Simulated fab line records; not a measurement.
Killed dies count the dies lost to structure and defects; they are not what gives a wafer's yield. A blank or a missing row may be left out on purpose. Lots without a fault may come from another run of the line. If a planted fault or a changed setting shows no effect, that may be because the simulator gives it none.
A struck lot beside a sound one :: flow sfqLine :: 14 steps out of a route of 325
Sound: the wafers L761.2, L761.5, L761.6. Wafers struck: L767.1, L767.4, L767.5. At the end, the cause is stated.
Per side, at each step with rows, come the tool, then ch with its chambers, and then its first start. Under that, the readings that differ: sound wafers :: struck wafers :: difference of the means :: sigmas: that difference in standard deviations of wafers without a fault.
alike: a reading whose means differ by less than 2 such deviations, as well as words and numbers matching on both sides. not compared: withheld readings; readings where some wafer has no value; bounds like >300 that might hide an equal value; numbers whose values overlap and for which the record gives no deviation.
The two part at a step that has a row with sigmas, a row that says differs or no value, or rows on one side only. Numbers that don't overlap but have no deviation are shown without sigmas and don't part them. Lack of a reading on every wafer of one side parts them only where that side has two or more wafers.

first, 1 step without rows for these wafers: SFQ_TRILAYER_M1_BARC_OPEN_METAL_ETCH_054 (etches BARC in O2, target depth 125 nm, time 41.7 s).
SFQ_TRILAYER_M1_ETCH_METAL_ETCH_042: etches Nb in Cl2/Ar, stops on SiO2, target depth 240 nm, time 120 s.
  sound on rieMetal-01 ch 0,1, day 15 22:17; struck on rieMetal-02 ch 0,1, day 17 16:17
  alike: drypumpMotorCurrentA, heBacksideLeakSccm, oesProductAu
  not compared: rfHoursCounterH
SFQ_TRILAYER_M1_STRIP_STRIP_043: strips in O2.
  sound on rieMetal-01 ch 0,1, day 15 22:25; struck on rieMetal-02 ch 0,1, day 17 16:25
  alike: drypumpMotorCurrentA, heBacksideLeakSccm, oesProductAu
  not compared: rfHoursCounterH
then, 1 step without rows for these wafers: SFQ_TRILAYER_M1_STRIP_SOLV_CLEAN_044 (cleans in NMP, time 600 s).
SFQ_TRILAYER_I1_DEP_PECVD_045: deposits SiO2 from SiH4/N2O, time 111.11 s, target thk 500 nm.
  sound on pecvd-01 ch 0,1, day 15 23:11; struck on pecvd-01 ch 0,2, day 17 17:11
  alike: heaterPowerW, throttleValvePct
SFQ_TRILAYER_I1_CMP_CMP_046: polishes SiO2.
  sound on cmp-01 ch 2,3, day 16 13:10; struck on cmp-02 ch 0,2,3, day 18 07:08
  alike: motorCurrentA, timeToEndpointS
SFQ_I1_BOW_MEAS_912:
  sound on filmMetro-01 at day 16 16:11; struck on filmMetro-02 at day 18 09:08
reading: I1_BOW (um)
sound: 0 -1 0
struck: 15 20 19
difference: +18
sigmas: +2
SFQ_TRILAYER_I1_METRO_MEASURE_047:
  sound on filmMetro-01 at day 16 16:29; struck on filmMetro-02 at day 18 09:15
reading: thkNm (nm)
sound: 201.2 200.4 201.1
struck: 198.9 198.5 198.4
difference: -2.3
sigmas: -2
then, 4 steps without rows for these wafers: SFQ_TRILAYER_I1_VIA_LITHO_COAT_054 (resist thk 62 nm); SFQ_TRILAYER_I1_VIA_LITHO_COAT_049 (resist thk 650 nm); SFQ_TRILAYER_I1_VIA_LITHO_SOFTBAKE_053; SFQ_TRILAYER_I1_VIA_LITHO_EXPOSE_050 (exposes mask I1, target cd 500 nm).
SFQ_TRILAYER_I1_VIA_LITHO_PEB_052: peb time 60 s.
  struck on lithoTrack-02, day 19 20:30; sound on lithoTrack-02 ch 0, day 18 00:34
  no value came back on the struck wafers for chillPlateTempC (C), exhaustPa (Pa); on the sound wafers chillPlateTempC (C) reads 23.12 23.10 22.96
then, 1 step without rows for these wafers: SFQ_TRILAYER_I1_VIA_LITHO_DEVELOP_051 (time 60 s).

## WHERE THEY PART
First at SFQ_I1_BOW_MEAS_912; last, within this record, at SFQ_TRILAYER_I1_VIA_LITHO_PEB_052.

WHY: whatever the simulator had introduced
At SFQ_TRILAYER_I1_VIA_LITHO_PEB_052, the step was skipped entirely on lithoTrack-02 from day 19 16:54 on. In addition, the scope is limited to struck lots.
